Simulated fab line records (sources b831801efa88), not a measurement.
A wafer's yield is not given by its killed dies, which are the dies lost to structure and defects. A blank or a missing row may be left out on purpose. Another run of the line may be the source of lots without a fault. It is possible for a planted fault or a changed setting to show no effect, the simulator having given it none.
8D (eight disciplines) problem report, filled in by code || flow sfq line || the parts of the form that need people (team, actions taken, sign-off) are left out

== 1. THE ISSUE ==
At SFQ_TRILAYER_M7_LITHO_COAT_177, spin speed rpm averages 3156.7 rpm over 6 wafers from 2 lots, while fault-free wafers read 3000.0 rpm, standard deviation 1.8. Relative to the usual mean, that is a shift of +87 standard deviations.
The step: resist thk 600 nm.
First seen on wafer L506.3, day 70 10:14, on litho track-01. Wafers with a number at this step in the record: 18, from 6 lots. Rule for "out", or "out of limits": more than 4 standard deviations from the usual mean. All remaining wafers that have a number are taken as sound.

== 2. WHAT IT IS, AND WHAT IT ISN'T ==
{"question": "which readings at this step", "is": "spin speed rpm", "is not": "-"}
{"question": "which lots", "is": "L506, L513", "is not": "L502, L504, L514, L520"}
{"question": "which wafers of those lots", "is": "all that have a number", "is not": "-"}
{"question": "read on which tools", "is": "litho track-01", "is not": "litho track-04"}
{"question": "when", "is": "from day 70 10:14", "is not": "up to then (6 sound wafers); but 6 sound wafers of L514, L520 came after"}

== 3. THE SUSPECTS, EACH WITH WHAT RULES IT OUT ==
Counting: a tool stays on the suspect list if, at a process step up to the reading, it processed all lots that are out and no sound lot following the first of them.
- litho track-01 at SFQ_TRILAYER_M7_LITHO_COAT_177 (resist thk 600 nm): ruled out as a lasting fault. Sound lots L520 ran on it after its first lot that is out, L506 (day 70 10:14).
Left after counting: nothing in the record.

== 4. THE CAUSE (what the simulator had put in) ==
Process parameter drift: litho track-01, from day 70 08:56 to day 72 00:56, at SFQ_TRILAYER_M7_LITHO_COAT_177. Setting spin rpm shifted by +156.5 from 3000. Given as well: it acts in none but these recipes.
Counting ruled it out, wrongly.

== 5. THE CHAIN OF EFFECTS, in route order ==
Each row: a reading whose mean over the struck wafers that have a number lies more than 3 standard deviations from the usual. Only readings whose record carries a usual standard deviation are examined. hours: median over the lots of the time between each lot's start at the first step of this table that gives one and its start at this step. sigmas: the change, counted in usual standard deviations.
{"hours": 0, "step": "SFQ_TRILAYER_M7_LITHO_COAT_177", "reading": "spin speed rpm", "usual": "3000.0 rpm", "on struck wafers": 3156.7, "change": "+156.7", "sigmas": "+87"}
Process steps it contains:
- SFQ_TRILAYER_M7_LITHO_COAT_177: resist thk 600 nm.
Later steps that measure or inspect, where all struck wafers having a row at the step show a number for every such reading and not one has moved that far: SFQ_M7_OVL_MEAS_945.

== 6. WHAT WOULD HAVE CAUGHT IT SOONER ==
In this record the first reading out of limits was taken at day 70 10:14, 1 hour after the fault began at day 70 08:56.
